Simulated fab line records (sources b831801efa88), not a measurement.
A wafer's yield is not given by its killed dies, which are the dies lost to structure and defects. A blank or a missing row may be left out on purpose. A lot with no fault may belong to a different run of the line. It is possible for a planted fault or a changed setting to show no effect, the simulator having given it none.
The tool behind it: which one?	flow gf180mcu	15 lots, 45 wafers sampled, at 6 steps of a route of 602

WHAT THE GAUGES SHOWED, per wafer
GF_LVPWELL_OVL_MEAS_07.
lot	measured	on	LVPWELL_OVL (nm)
L604	day 4 05:19	overlay-02	-1.1 -0.8 1.8
L605	day 4 09:44	overlay-02	-2.5 0.5 0.0
L606	day 4 14:08	overlay-01	-0.4 1.0 -0.1
L608	day 5 02:16	overlay-01	-0.5 -0.3 0.0
L609	day 5 06:02	overlay-01	3.7 3.8 4.2
L610	day 5 12:58	overlay-02	3.6 1.4 2.1
L611	day 5 18:47	overlay-02	4.4 1.8 1.8
L613	day 6 04:41	overlay-02	-0.4 0.4 0.3
L614	day 6 12:04	overlay-02	3.3 0.9 2.7
L615	day 6 17:24	overlay-01	1.1 1.2 1.7
L620	day 7 22:16	overlay-02	-2.2 -1.6 -2.2
L621	day 8 03:34	overlay-01	-1.1 -0.4 0.0
L622	day 8 07:39	overlay-01	0.0 1.9 0.2
L623	day 8 12:23	overlay-02	-0.6 1.1 1.2
L625	day 9 01:47	overlay-02	2.3 0.7 1.2

GF_MVSD_TW_MEAS_11.
lot	measured	on	MVSD_TW
L604	day 4 19:40	filmMetro-04	1585 1574 1583
L605	day 4 23:58	filmMetro-01	1603 1618 1620
L606	day 5 05:44	filmMetro-03	1611 1609 1616
L608	day 5 18:13	filmMetro-03	1619 1617 1618
L609	day 5 22:16	filmMetro-01	1617 1614 1616
L610	day 6 04:10	filmMetro-01	1602 1599 1600
L611	day 6 10:10	filmMetro-03	1616 1611 1612
L613	day 6 20:13	filmMetro-03	31 31 31
L614	day 7 04:42	filmMetro-03	31 31 31
L615	day 7 09:44	filmMetro-04	30 30 30
L620	day 8 14:57	filmMetro-03	1622 1622 1625
L621	day 8 21:28	filmMetro-01	1602 1600 1611
L622	day 9 00:43	filmMetro-03	1618 1616 1612
L623	day 9 05:28	filmMetro-04	1577 1562 1575
L625	day 10 01:25	filmMetro-04	1580 1583 1576

GF_DUAL_GATE_OVL_MEAS_11.
lot	measured	on	DUAL_GATE_OVL (nm)
L604	day 8 18:56	overlay-01	-1.8 -1.1 -0.3
L605	day 9 00:34	overlay-02	0.6 0.8 0.2
L606	day 9 06:23	overlay-01	1.6 -0.1 0.9
L608	day 9 20:20	overlay-02	2.4 2.7 1.3
L609	day 10 03:26	overlay-01	1.3 0.6 0.9
L610	day 10 11:19	overlay-02	2.6 0.7 -0.3
L611	day 10 16:07	overlay-02	1.5 -1.1 0.8
L613	day 11 04:04	overlay-02	2.5 1.2 -0.6
L614	day 11 16:26	overlay-01	0.6 -1.8 -2.1
L615	day 11 23:42	overlay-02	1.0 -1.3 0.8
L620	day 13 05:44	overlay-01	0.3 -0.6 0.6
L621	day 13 14:10	overlay-02	1.0 1.2 1.7
L622	day 13 20:41	overlay-02	0.2 -1.8 -0.6
L623	day 14 00:25	overlay-02	1.5 1.8 1.7
L625	day 15 03:59	overlay-01	1.4 0.7 -0.1

EACH LOT AND THE TOOL THAT RAN IT (in order: tool; ch and the chambers of the sampled wafers; start)
lot	GF_LVPWELL_STRIP_10	GF_MVSD_STRIP_10	GF_MVPSD_STRIP_10
L604	plasmaAsher-02 ch 0,1, day 4 05:40	plasmaAsher-04 ch 0,1, day 4 19:34	plasmaAsher-04 ch 0,1, day 5 10:25
L605	plasmaAsher-01 ch 0,1, day 4 10:04	plasmaAsher-01 ch 0,1, day 4 23:52	plasmaAsher-04 ch 0,1, day 5 15:19
L606	plasmaAsher-01 ch 0,1, day 4 14:30	plasmaAsher-01 ch 0,1, day 5 05:38	plasmaAsher-03 ch 0,1, day 5 20:13
L608	plasmaAsher-02 ch 0,1, day 5 02:37	plasmaAsher-02 ch 0,1, day 5 18:07	plasmaAsher-04 ch 0, day 6 08:10
L609	plasmaAsher-02 ch 0, day 5 06:22	plasmaAsher-04 ch 0,1, day 5 22:10	plasmaAsher-03 ch 0,1, day 6 13:34
L610	plasmaAsher-02 ch 0,1, day 5 13:19	plasmaAsher-01 ch 0,1, day 6 04:04	plasmaAsher-04 ch 0,1, day 6 19:46
L611	plasmaAsher-03 ch 0,1, day 5 19:07	plasmaAsher-01 ch 0,1, day 6 10:04	plasmaAsher-04 ch 0,1, day 7 01:49
L613	plasmaAsher-01 ch 0,1, day 6 05:01	plasmaAsher-02 ch 0,1, day 6 20:07	plasmaAsher-03 ch 0,1, day 7 12:31
L614	plasmaAsher-02 ch 0,1, day 6 12:25	plasmaAsher-02 ch 0,1, day 7 04:36	plasmaAsher-04 ch 0,1, day 7 20:46
L615	plasmaAsher-02 ch 0,1, day 6 17:45	plasmaAsher-01 ch 0,1, day 7 09:38	plasmaAsher-02 ch 0,1, day 8 01:41
L620	plasmaAsher-02 ch 0,1, day 7 22:36	plasmaAsher-04 ch 0,1, day 8 14:51	plasmaAsher-02 ch 0,1, day 9 07:45
L621	plasmaAsher-03 ch 0,1, day 8 03:54	plasmaAsher-01 ch 0,1, day 8 21:22	plasmaAsher-02 ch 0,1, day 9 14:46
L622	plasmaAsher-02 ch 0,1, day 8 08:01	plasmaAsher-02 ch 0,1, day 9 00:38	plasmaAsher-03 ch 0,1, day 9 18:01
L623	plasmaAsher-01 ch 0,1, day 8 12:43	plasmaAsher-01 ch 0,1, day 9 05:22	plasmaAsher-04 ch 0,1, day 9 22:45
L625	plasmaAsher-02 ch 0,1, day 9 08:42	plasmaAsher-01 ch 0,1, day 10 01:19	plasmaAsher-02 ch 0,1, day 10 19:57
- GF_LVPWELL_STRIP_10: strips in O2/N2.
- GF_MVSD_STRIP_10: strips in O2/N2.
- GF_MVPSD_STRIP_10: strips in O2/N2.

WHAT THE TOOLS THEMSELVES READ (means of the sampled wafers that have a number; where no wafer has one, the mark that the record gives instead)
GF_LVPWELL_STRIP_10.
lot	tool	chamberPressureMTorr (mTorr)	drypumpMotorCurrentA (A)	heaterPowerW (W)	o2FlowSccm (sccm)	oesProductAu (a.u.)	stripTimeToEndpointS (s)
L604	plasmaAsher-02	1499.0	5.3	311	2998	0.723	36.89
L605	plasmaAsher-01	1499.5	5.5	323	2999	0.724	36.96
L606	plasmaAsher-01	1500.5	5.6	335	3000	0.723	36.80
L608	plasmaAsher-02	1500.4	5.3	318	3009	0.723	37.09
L609	plasmaAsher-02	1500.6	6.3	355	2991	0.723	36.93
L610	plasmaAsher-02	1500.5	5.3	313	3003	0.723	36.92
L611	plasmaAsher-03	1499.5	5.5	329	2996	0.719	36.96
L613	plasmaAsher-01	-	-	-	-	-	-
L614	plasmaAsher-02	-	-	-	-	-	-
L615	plasmaAsher-02	-	-	-	-	-	-
L620	plasmaAsher-02	1500.0	5.3	322	3011	0.720	37.01
L621	plasmaAsher-03	1500.6	5.1	334	3014	0.720	37.01
L622	plasmaAsher-02	1498.2	5.8	337	3006	0.723	36.81
L623	plasmaAsher-01	1501.3	5.5	313	2997	0.720	36.82
L625	plasmaAsher-02	1499.4	5.8	335	3006	0.726	36.97

GF_MVSD_STRIP_10.
lot	tool	chamberPressureMTorr (mTorr)	drypumpMotorCurrentA (A)	heaterPowerW (W)	o2FlowSccm (sccm)	oesProductAu (a.u.)	stripTimeToEndpointS (s)
L604	plasmaAsher-04	1500.2	6.0	348	3001	0.724	37.02
L605	plasmaAsher-01	1500.0	5.6	336	3000	0.723	37.00
L606	plasmaAsher-01	1499.9	5.6	333	3010	0.723	36.91
L608	plasmaAsher-02	1500.6	5.8	336	3004	0.724	36.89
L609	plasmaAsher-04	1500.3	5.9	319	3007	0.724	36.95
L610	plasmaAsher-01	1501.4	5.6	330	2998	0.719	36.97
L611	plasmaAsher-01	1501.0	5.6	327	3006	0.724	37.00
L613	plasmaAsher-02	1501.0	5.3	315	3008	0.742	81.28
L614	plasmaAsher-02	1499.1	5.2	313	2999	0.744	81.47
L615	plasmaAsher-01	1499.6	5.6	332	3004	0.738	81.00
L620	plasmaAsher-04	1501.1	6.0	347	3004	0.725	37.07
L621	plasmaAsher-01	1499.2	5.6	335	3010	0.719	37.09
L622	plasmaAsher-02	1500.9	5.3	316	2996	0.723	36.93
L623	plasmaAsher-01	1499.3	5.5	316	2999	0.725	37.02
L625	plasmaAsher-01	1500.1	5.5	311	2996	0.723	36.90

GF_MVPSD_STRIP_10.
lot	tool	chamberPressureMTorr (mTorr)	drypumpMotorCurrentA (A)	heaterPowerW (W)	o2FlowSccm (sccm)	oesProductAu (a.u.)	stripTimeToEndpointS (s)
L604	plasmaAsher-04	1500.7	5.9	318	2995	0.727	36.93
L605	plasmaAsher-04	1499.7	6.0	347	2990	0.721	36.90
L606	plasmaAsher-03	1501.1	5.1	330	3000	0.721	36.88
L608	plasmaAsher-04	1499.6	5.9	290	2994	0.723	36.88
L609	plasmaAsher-03	1499.9	5.5	333	3003	0.719	36.80
L610	plasmaAsher-04	1500.0	5.9	313	3013	0.718	37.00
L611	plasmaAsher-04	1500.1	5.9	318	3000	0.728	36.99
L613	plasmaAsher-03	1499.3	5.5	327	2987	0.726	36.96
L614	plasmaAsher-04	1498.9	5.9	318	3001	0.722	37.10
L615	plasmaAsher-02	1501.1	5.3	311	3003	0.722	37.00
L620	plasmaAsher-02	1500.1	5.2	316	3007	0.725	36.90
L621	plasmaAsher-02	1499.7	5.2	315	2997	0.724	36.95
L622	plasmaAsher-03	1500.2	5.5	330	2990	0.723	36.90
L623	plasmaAsher-04	1500.0	6.0	348	3002	0.717	36.97
L625	plasmaAsher-02	1500.1	5.8	333	2995	0.725	36.86

THE ANSWER, worked out from the rows above alone
Rule: what is usual is taken from the lots themselves. Put in order of their means at a reading, lots are off if they are a third of the lots or fewer, leave a main group of 4 or more, and stand apart from it by a gap of 3 or more times the standard deviation of the main group's means; of several such gaps the widest counts. A main group is skipped when, at the precision printed for the reading in the tables above, its means are all equal. A lot without any number at a reading at which 4 lots or more have one is off too. Where the step has rows for the other lots, those lots are counted as sound. First the gauges in route order, then the tools' own readings, where a lot's mean is used as printed above. At the first step where some lot is off, the reading lying furthest off is the one used; lots without a number count as furthest.
Off: at GF_MVSD_TW_MEAS_11 (MVSD_TW), L613, L614, L615. Mean 1604 and standard deviation 17 in the main group.
A tool fits if, at a process step before that reading, it ran every lot that is off, and no sound lot after the first of them. The gauges at GF_MVSD_TW_MEAS_11 aren't tried: what is off there is off at GF_LVPWELL_STRIP_10 too, on other tools, and a gauge's error can't cause that. Not one of the candidates tried fits.

WHAT THE SIMULATOR HAD PUT IN
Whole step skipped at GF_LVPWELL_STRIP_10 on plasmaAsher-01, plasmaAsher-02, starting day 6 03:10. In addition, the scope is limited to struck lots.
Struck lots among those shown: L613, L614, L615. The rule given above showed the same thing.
